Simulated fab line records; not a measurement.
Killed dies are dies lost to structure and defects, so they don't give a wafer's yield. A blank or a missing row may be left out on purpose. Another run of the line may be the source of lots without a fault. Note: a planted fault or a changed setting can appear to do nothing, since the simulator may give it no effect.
What tool caused it? || flow sky130 || at 1 step of a route of 708, 7 lots with 21 wafers sampled

== WHAT THE GAUGES READ, wafer by wafer ==
SKY_POLY_GATE_OVL_MEAS_14.
{"lot": "L319", "measured": "day 16 20:48", "on": "overlay-02", "POLY_GATE_OVL (nm)": "7 2 -1"}
{"lot": "L323", "measured": "day 19 11:41", "on": "overlay-02", "POLY_GATE_OVL (nm)": "0 4 -3"}
{"lot": "L327", "measured": "day 21 07:02", "on": "overlay-02", "POLY_GATE_OVL (nm)": "-2 5 -1"}
{"lot": "L330", "measured": "day 22 01:03", "on": "overlay-02", "POLY_GATE_OVL (nm)": "-8 -9 0"}
{"lot": "L333", "measured": "day 23 02:09", "on": "overlay-02", "POLY_GATE_OVL (nm)": "-8 -1 3"}
{"lot": "L338", "measured": "day 23 21:34", "on": "overlay-01", "POLY_GATE_OVL (nm)": "-10 -7 -4"}
{"lot": "L339", "measured": "day 24 10:32", "on": "overlay-02", "POLY_GATE_OVL (nm)": "-1 -4 -3"}

== WHICH TOOL RAN EACH LOT (tool, then ch and the chambers of the sampled wafers, then the start) ==
No process step before these readings appears in the record.

== THE ANSWER, worked out from the rows above alone ==
Rule: what is usual is taken from the lots themselves. Put in order of their means at a reading, lots are off if they are a third of the lots or fewer, leave a main group of 4 or more, and stand apart from it by a gap of 3 or more times the standard deviation of the main group's means; of several such gaps the widest counts. A main group is skipped when, at the precision printed for the reading in the tables above, its means are all equal. A lot without any number at a reading at which 4 lots or more have one is off too. All remaining lots with rows at the step are treated as sound.
None of the lots is off at any reading shown; this tells nothing.

== WHAT THE SIMULATOR PUT IN ==
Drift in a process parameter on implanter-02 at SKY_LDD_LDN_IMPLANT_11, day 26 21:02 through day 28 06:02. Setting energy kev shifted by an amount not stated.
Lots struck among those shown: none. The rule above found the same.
